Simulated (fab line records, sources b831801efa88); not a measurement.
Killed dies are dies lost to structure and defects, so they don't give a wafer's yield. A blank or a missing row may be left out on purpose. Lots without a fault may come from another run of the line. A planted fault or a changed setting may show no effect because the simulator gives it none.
Which tool did it? | flow gf180mcu | 6 lots, 18 wafers sampled, at 4 steps of a route of 602

WHAT THE GAUGES READ, wafer by wafer
GF_HV_LDD_TW_MEAS_11.
lot  | measured     | on            | HV_LDD_TW
L434 | day 10 10:57 | film_metro-03 | 2410 2421 2410
L448 | day 15 04:33 | film_metro-03 | 2429 2416 2417
L450 | day 15 15:53 | film_metro-04 | 2491 2492 2512
L453 | day 16 13:56 | film_metro-03 | 2397 2410 2422
L455 | day 17 02:34 | film_metro-04 | 2484 2484 2484

WHICH TOOL RAN EACH LOT (tool, then ch and the chambers of the sampled wafers, then the start)
lot  | GF_VT_IMPLANT_STRIP_31               | GF_POLY_GATE_ETCH_13             | GF_POLY_GATE_STRIP_14
L434 | plasma_asher-01 ch 0,1, day 7 07:04  | rie_si-02 ch 0,1,3, day 9 15:38  | plasma_asher-04 ch 0,1, day 9 15:42
L439 | plasma_asher-04 ch 0,1, day 8 16:28  | rie_si-02 ch 0,2, day 11 03:51   | plasma_asher-02 ch 0, day 11 03:55
L448 | plasma_asher-04 ch 0,1, day 11 08:37 | rie_si-01 ch 1,2, day 14 03:41   | plasma_asher-01 ch 0,1, day 14 03:45
L450 | plasma_asher-04 ch 0,1, day 11 22:34 | rie_si-01 ch 1,2,3, day 14 16:18 | plasma_asher-02 ch 1, day 14 16:22
L453 | plasma_asher-04 ch 0,1, day 12 16:58 | rie_si-02 ch 0,1,3, day 15 13:18 | plasma_asher-04 ch 0,1, day 15 13:22
L455 | plasma_asher-01 ch 0,1, day 13 05:19 | rie_si-01 ch 0,2,3, day 16 02:35 | plasma_asher-02 ch 0,1, day 16 02:41
- GF_VT_IMPLANT_STRIP_31: strips in O2/N2.
- GF_POLY_GATE_ETCH_13: etches poly-Si in HBr/Cl2, stops on SiO2, target depth 198.5 nm, time 69.6 s.
- GF_POLY_GATE_STRIP_14: strips in O2/N2.

THE ANSWER, worked out from the rows above alone
Rule: what is usual is taken from the lots themselves. Put in order of their means at a reading, lots are off if they are a third of the lots or fewer, leave a main group of 4 or more, and stand apart from it by a gap of 3 or more times the standard deviation of the main group's means; of several such gaps the widest counts. A main group whose means are all the same, to the digits that the tables above print for the reading, isn't used. A lot without any number at a reading at which 4 lots or more have one is off too. The other lots that the step has rows for count as sound.
No lot is off at any reading shown: from this, nothing can be told.

WHAT THE SIMULATOR HAD PUT IN
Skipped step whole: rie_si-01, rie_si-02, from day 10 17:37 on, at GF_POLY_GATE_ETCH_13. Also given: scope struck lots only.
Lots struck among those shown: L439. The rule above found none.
